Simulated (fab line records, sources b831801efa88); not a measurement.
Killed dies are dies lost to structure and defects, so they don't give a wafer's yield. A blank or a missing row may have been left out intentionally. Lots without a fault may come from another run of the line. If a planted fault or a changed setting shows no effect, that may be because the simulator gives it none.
Chamber matching :: flow gf180mcu :: GF_V4_CVD_02 on pecvd-02 has 3 sister chambers
The step deposits SiO2 from TEOS, target thk 850 nm, time 94.851 s. 14 wafers are shown with their chamber, then 7 later ones without.

## WAFERS WITH THEIR CHAMBER
wafer: L673.4
chamber: 0
heater power w (W): 526

wafer: L673.5
chamber: 2
heater power w (W): 729

wafer: L673.6
chamber: 1
heater power w (W): 793

wafer: L675.1
chamber: 0
heater power w (W): 618

wafer: L675.3
chamber: 1
heater power w (W): 732

wafer: L675.5
chamber: 2
heater power w (W): 729

wafer: L676.3
chamber: 2
heater power w (W): 709

wafer: L676.5
chamber: 1
heater power w (W): 750

wafer: L676.6
chamber: 0
heater power w (W): 601

wafer: L690.2
chamber: 1
heater power w (W): 756

wafer: L690.4
chamber: 1
heater power w (W): 771

wafer: L690.6
chamber: 2
heater power w (W): 715

wafer: L692.2
chamber: 0
heater power w (W): 576

wafer: L692.5
chamber: 0
heater power w (W): 609

SIGNATURES (averages over the wafers above)
reading: heater power w
chamber 0: 586.00
chamber 1: 760.40
chamber 2: 720.50
scatter within a chamber: 26.8
Rule: distance of a wafer from a chamber = root of the sum over the readings of ((wafer's reading minus chamber's mean) / reading's scatter) squared. If the next closest chamber is less than 2 further off than the closest, the wafer can't be placed; otherwise it belongs to the closest. The scatter is the square root of a quotient: the sum, over the shown wafers, of each reading's squared deviation from its chamber's mean, divided by wafers minus chambers.

## WAFERS WHOSE CHAMBER IS MISSING
wafer: L692.6
heater power w (W): 753

wafer: L694.3
heater power w (W): 691

wafer: L694.4
heater power w (W): 631

wafer: L694.6
heater power w (W): 769

wafer: L695.1
heater power w (W): 675

wafer: L695.5
heater power w (W): 528

wafer: L695.6
heater power w (W): 726

## CHAMBER TAKEN BY EACH
wafer: L692.6
from the rows above: can't be placed: 1 or 2
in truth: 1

wafer: L694.3
from the rows above: can't be placed: 2 or 1
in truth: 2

wafer: L694.4
from the rows above: can't be placed: 0 or 2
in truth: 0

wafer: L694.6
from the rows above: can't be placed: 1 or 2
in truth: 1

wafer: L695.1
from the rows above: can't be placed: 2 or 1 or 0
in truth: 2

wafer: L695.5
from the rows above: 0
in truth: 0

wafer: L695.6
from the rows above: can't be placed: 2 or 1
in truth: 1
1 of 7 placed correctly. Can't be placed from these rows: 6 (the true chamber is among the candidates in 6). Placed wrongly: 0.
